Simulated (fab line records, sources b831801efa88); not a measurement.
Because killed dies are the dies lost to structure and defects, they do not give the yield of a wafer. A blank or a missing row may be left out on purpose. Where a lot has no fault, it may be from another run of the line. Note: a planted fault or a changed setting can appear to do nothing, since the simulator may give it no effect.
fab line records :: flow sky130
[record]
  lots = 5
  wafers = 15
  last_day = 50
route steps=708 shown LDD_HVN@270 LDD_HVP@278
lots that met no fault: from a run of the same line without faults
start_h: start of the lot's first displayed wafer, in hours after the record's first day :: wait_h: time in hours since the lot's previous step :: " same as the row above :: L1.1+2: a single row standing in for several wafers :: - no value present, or no start provided :: * or withheld: withheld :: < > ~ a bound
route shown NAME@n: a module of which the file shows steps, and the number in the route of the first :: usual: the fault-free wafers' mean and standard deviation :: same: alike in all rows :: chamber/n: place in a boat :: sites: the reading at each site :: _std_site: standard deviation across them :: _edge_site: inner sites' mean taken away from outer sites' mean :: radius_mm: how far each site lies from the wafer's centre :: mask NAME#n: copy n :: behind: the last tool/chamber to shape the wafer :: hold: why the lot was held/for how many hours/how that ended :: device: which transistor (n, p or np) failed to switch :: end of line: tests run on the same wafers once the route is complete :: a step without rows: its recipe alone :: killed: not the wafer's yield, but the dies lost to structure and defects at the first sort :: map: per-die view of a wafer (x killed, . not killed, _ where there is no die)
set.NAME: the setting as run; set.NAME@STEP: as run at that earlier step :: model.NAME: the simulator's own value behind a step, which no gauge read
lots at selected steps of the route; one table per step, one row per wafer
services: when a tool's chamber went out of use (start_h, in hours from the record's first day, below 0 if earlier), for how many hours, and the reason
[[steps]]
[step SKY_LDD_HVN_SOFTBAKE_03]
[recipe]
  temp_c = 90
  time_s = 60
  resist = NOVOLAK
[step SKY_LDD_HVN_EXPOSE_04]
[recipe]
  mask_id = HVNTM
  na = 0.6
  source_shape = conventional
  sigma_outer = 0.6
  polarization = unpolarized
  target_cd_nm = 700
  dose_mj = 127
[step SKY_LDD_HVN_PEB_05]
[recipe]
  temp_c = withheld
  time_s = *
  resist = NOVOLAK
[step SKY_LDD_HVN_DEVELOP_06]
[recipe]
  resist = NOVOLAK
  developer = TMAH
  develop_time_s = 60
  dev_temp_c = 23
[step SKY_LDD_HVN_OVL_MEAS_07]
[usual]
  LDD_HVN_OVL = -2.4/1.2
lot.wafer: L885.1
tool: overlay-01
chamber: -
start_h: 472.24
wait_h: 0.1
LDD_HVN_OVL[nm]: -2.5

lot.wafer: L885.3
tool: overlay-01
chamber: -
start_h: 472.24
wait_h: 0.1
LDD_HVN_OVL[nm]: -2.1

lot.wafer: L885.6
tool: overlay-01
chamber: -
start_h: 472.24
wait_h: 0.1
LDD_HVN_OVL[nm]: -2.7

lot.wafer: L894.1
tool: overlay-02
chamber: -
start_h: 562.85
wait_h: 0.1
LDD_HVN_OVL[nm]: 0.3

lot.wafer: L894.4
tool: overlay-02
chamber: -
start_h: 562.85
wait_h: 0.1
LDD_HVN_OVL[nm]: -2.1

lot.wafer: L894.5
tool: overlay-02
chamber: -
start_h: 562.85
wait_h: 0.1
LDD_HVN_OVL[nm]: 0.8

lot.wafer: L896.2
tool: overlay-02
chamber: -
start_h: 571.33
wait_h: 0.1
LDD_HVN_OVL[nm]: -2.8

lot.wafer: L896.3
tool: overlay-02
chamber: -
start_h: 571.33
wait_h: 0.1
LDD_HVN_OVL[nm]: -1.8

lot.wafer: L896.6
tool: overlay-02
chamber: -
start_h: 571.33
wait_h: 0.1
LDD_HVN_OVL[nm]: -2.9

lot.wafer: L906.4
tool: overlay-02
chamber: -
start_h: 644.56
wait_h: 0.1
LDD_HVN_OVL[nm]: -4.0

lot.wafer: L906.5
tool: overlay-02
chamber: -
start_h: 644.56
wait_h: 0.1
LDD_HVN_OVL[nm]: -2.8

lot.wafer: L906.6
tool: overlay-02
chamber: -
start_h: 644.56
wait_h: 0.1
LDD_HVN_OVL[nm]: -2.9

lot.wafer: L907.1
tool: overlay-01
chamber: -
start_h: 650.93
wait_h: 0.1
LDD_HVN_OVL[nm]: -1.6

lot.wafer: L907.3
tool: overlay-01
chamber: -
start_h: 650.93
wait_h: 0.1
LDD_HVN_OVL[nm]: -3.4

lot.wafer: L907.4
tool: overlay-01
chamber: -
start_h: 650.93
wait_h: 0.1
LDD_HVN_OVL[nm]: -2.4
[step SKY_LDD_HVN_IMPLANT_08]
[recipe]
  species = P
  energy_kev = 60
  dose_cm2 = 3e+13
  tilt_deg = 40
[step SKY_LDD_HVN_STRIP_09]
[recipe]
  chemistry = O2/N2
  power_w = 1400
  pressure_mtorr = 1500
  platen_temp_c = withheld
  o2_flow_sccm = 3000
  n2_flow_sccm = 300
  overash_fraction = 0.5
[usual]
  drypump_motor_current_A = 5.9/0.45
  oes_product_au = 0.408/0.0046
  strip_time_to_endpoint_s = 4.131/0.019
lot.wafer: L885.1
tool: plasma_asher-01
chamber: 0
start_h: 472.43
wait_h: 0.1
drypump_motor_current_A: 6.7
oes_product_au: 0.406
rf_hours_counter_h: 71
strip_time_to_endpoint_s: 4.166

lot.wafer: L885.3
tool: plasma_asher-01
chamber: 1
start_h: 472.43
wait_h: 0.1
drypump_motor_current_A: 5.8
oes_product_au: 0.403
rf_hours_counter_h: -
strip_time_to_endpoint_s: 4.139

lot.wafer: L885.6
tool: plasma_asher-01
chamber: 1
start_h: 472.43
wait_h: 0.1
drypump_motor_current_A: 5.7
oes_product_au: 0.415
rf_hours_counter_h: -
strip_time_to_endpoint_s: 4.159

lot.wafer: L894.1
tool: plasma_asher-01
chamber: 1
start_h: 563.04
wait_h: 0.1
drypump_motor_current_A: 5.7
oes_product_au: 0.414
rf_hours_counter_h: 80
strip_time_to_endpoint_s: 4.139

lot.wafer: L894.4
tool: plasma_asher-01
chamber: 1
start_h: 563.04
wait_h: 0.1
drypump_motor_current_A: 5.7
oes_product_au: 0.401
rf_hours_counter_h: -
strip_time_to_endpoint_s: 4.142

lot.wafer: L894.5
tool: plasma_asher-01
chamber: 0
start_h: 563.04
wait_h: 0.1
drypump_motor_current_A: 6.7
oes_product_au: 0.408
rf_hours_counter_h: -
strip_time_to_endpoint_s: 4.126

lot.wafer: L896.2
tool: plasma_asher-03
chamber: 1
start_h: 571.51
wait_h: 0.1
drypump_motor_current_A: 5.5
oes_product_au: 0.409
rf_hours_counter_h: 43
strip_time_to_endpoint_s: 4.129

lot.wafer: L896.3
tool: plasma_asher-03
chamber: 0
start_h: 571.51
wait_h: 0.1
drypump_motor_current_A: 6.1
oes_product_au: 0.413
rf_hours_counter_h: -
strip_time_to_endpoint_s: 4.143

lot.wafer: L896.6
tool: plasma_asher-03
chamber: 1
start_h: 571.51
wait_h: 0.1
drypump_motor_current_A: 5.5
oes_product_au: 0.410
rf_hours_counter_h: -
strip_time_to_endpoint_s: 4.132

lot.wafer: L906.4
tool: plasma_asher-03
chamber: 1
start_h: 644.76
wait_h: 0.1
drypump_motor_current_A: 5.5
oes_product_au: 0.412
rf_hours_counter_h: -
strip_time_to_endpoint_s: 4.177

lot.wafer: L906.5
tool: plasma_asher-03
chamber: 0
start_h: 644.76
wait_h: 0.1
drypump_motor_current_A: 6.1
oes_product_au: 0.408
rf_hours_counter_h: -
strip_time_to_endpoint_s: 4.173

lot.wafer: L906.6
tool: plasma_asher-03
chamber: 1
start_h: 644.76
wait_h: 0.1
drypump_motor_current_A: 5.4
oes_product_au: 0.412
rf_hours_counter_h: -
strip_time_to_endpoint_s: 4.174

lot.wafer: L907.1
tool: plasma_asher-03
chamber: 1
start_h: 651.11
wait_h: 0.1
drypump_motor_current_A: 5.5
oes_product_au: 0.407
rf_hours_counter_h: 51
strip_time_to_endpoint_s: 4.112

lot.wafer: L907.3
tool: plasma_asher-03
chamber: 1
start_h: 651.11
wait_h: 0.1
drypump_motor_current_A: 5.5
oes_product_au: 0.409
rf_hours_counter_h: -
strip_time_to_endpoint_s: 4.144

lot.wafer: L907.4
tool: plasma_asher-03
chamber: 0
start_h: 651.11
wait_h: 0.1
drypump_motor_current_A: 6.1
oes_product_au: 0.405
rf_hours_counter_h: -
strip_time_to_endpoint_s: 4.112
[step SKY_LDD_HVN_TW_MEAS_10]
[usual]
  LDD_HVN_TW = 1432/12
lot.wafer: L885.1
tool: film_metro-04
chamber: -
start_h: 472.53
wait_h: 0.1
LDD_HVN_TW: 1417

lot.wafer: L885.3
tool: film_metro-04
chamber: -
start_h: 472.53
wait_h: 0.1
LDD_HVN_TW: 1411

lot.wafer: L885.6
tool: film_metro-04
chamber: -
start_h: 472.53
wait_h: 0.1
LDD_HVN_TW: 1413

lot.wafer: L894.1
tool: film_metro-03
chamber: -
start_h: 563.14
wait_h: 0.1
LDD_HVN_TW: 1465

lot.wafer: L894.4
tool: film_metro-03
chamber: -
start_h: 563.14
wait_h: 0.1
LDD_HVN_TW: 1454

lot.wafer: L894.5
tool: film_metro-03
chamber: -
start_h: 563.14
wait_h: 0.1
LDD_HVN_TW: 1462

lot.wafer: L896.2
tool: film_metro-04
chamber: -
start_h: 571.62
wait_h: 0.1
LDD_HVN_TW: 1418

lot.wafer: L896.3
tool: film_metro-04
chamber: -
start_h: 571.62
wait_h: 0.1
LDD_HVN_TW: 1420

lot.wafer: L896.6
tool: film_metro-04
chamber: -
start_h: 571.62
wait_h: 0.1
LDD_HVN_TW: 1414

lot.wafer: L906.4
tool: film_metro-04
chamber: -
start_h: 644.86
wait_h: 0.1
LDD_HVN_TW: 1436

lot.wafer: L906.5
tool: film_metro-04
chamber: -
start_h: 644.86
wait_h: 0.1
LDD_HVN_TW: 1433

lot.wafer: L906.6
tool: film_metro-04
chamber: -
start_h: 644.86
wait_h: 0.1
LDD_HVN_TW: 1433

lot.wafer: L907.1
tool: film_metro-03
chamber: -
start_h: 651.21
wait_h: 0.1
LDD_HVN_TW: 1449

lot.wafer: L907.3
tool: film_metro-03
chamber: -
start_h: 651.21
wait_h: 0.1
LDD_HVN_TW: 1449

lot.wafer: L907.4
tool: film_metro-03
chamber: -
start_h: 651.21
wait_h: 0.1
LDD_HVN_TW: 1447
[step SKY_LDD_HVP_DEHYDRATE_00]
[recipe]
  temp_c = 200
  time_s = 60
[step SKY_LDD_HVP_HMDS_01]
[recipe]
  prime_time_s = 60
  prime_temp_c = 120
[step SKY_LDD_HVP_COAT_02]
[recipe]
  resist = NOVOLAK
  spin_rpm = 3000
  resist_thk_nm = 300
[step SKY_LDD_HVP_SOFTBAKE_03]
[recipe]
  temp_c = 90
  time_s = 60
  resist = NOVOLAK
[step SKY_LDD_HVP_EXPOSE_04]
[recipe]
  mask_id = HVPTM
  na = 0.6
  source_shape = conventional
  sigma_outer = 0.6
  polarization = unpolarized
  target_cd_nm = 700
  dose_mj = 86
lot.wafer: L885.1+3+6
tool: iline_stepper-01
chamber: 0
start_h: 487.54
wait_h: -
mask: HVPTM#0

lot.wafer: L894.1+4+5
tool: iline_stepper-02
chamber: 0
start_h: 577.52
wait_h: -
mask: HVPTM_R1#0

lot.wafer: L896.2+3+6
tool: iline_stepper-01
chamber: 0
start_h: 586.64
wait_h: -
mask: HVPTM#0

lot.wafer: L906.4+5+6
tool: iline_stepper-01
chamber: 0
start_h: 659.17
wait_h: -
mask: HVPTM#0

lot.wafer: L907.1+3+4
tool: iline_stepper-02
chamber: 0
start_h: 665.60
wait_h: -
mask: HVPTM#0
[step SKY_LDD_HVP_PEB_05]
[recipe]
  temp_c = withheld
  time_s = *
  resist = NOVOLAK
[[services]]
tool: iline_stepper-02
chamber: 0
start_h: 473.62
hours: -
kind: calibration

tool: iline_stepper-02
chamber: -
start_h: 481.44
hours: 20.1
kind: repair

tool: iline_stepper-01
chamber: 0
start_h: 483.37
hours: -
kind: calibration

tool: iline_stepper-02
chamber: -
start_h: 484.56
hours: 10.3
kind: repair

tool: iline_stepper-01
chamber: -
start_h: 506.53
hours: 1.7
kind: pm

tool: iline_stepper-02
chamber: -
start_h: 605.23
hours: 1.7
kind: pm
[[key]]
[first_sign]
  step = SKY_LDD_HVP_EXPOSE_04
  reading = mask
  direction = changed
effect none on later readings
met_at SKY_LDD_HVP_EXPOSE_04
struck_wafers L894.1,L894.4,L894.5
sort_left_out L894.1,L894.4,L894.5
tester_left_out L894
[fault]
  kind = wrong_mask
  tool = any
  chamber = -
  onset_h = 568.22
  steps = SKY_LDD_HVP_EXPOSE_04
  aux_copy = HVPTM_R1#0
  cd_offset_nm = -140
  scope = struck_lots_only
// tester_left_out: of these lots the tester's yield and bins aren't shown, on N5 and GAA mostly nor the transistor test; their killed dies are dies lost to structure and defects alone, not to doping, threshold or leakage, so they don't give the yield
// sort_left_out: the simulated sort isn't trusted on such a fault, so these wafers' sort isn't shown, and their yield isn't known
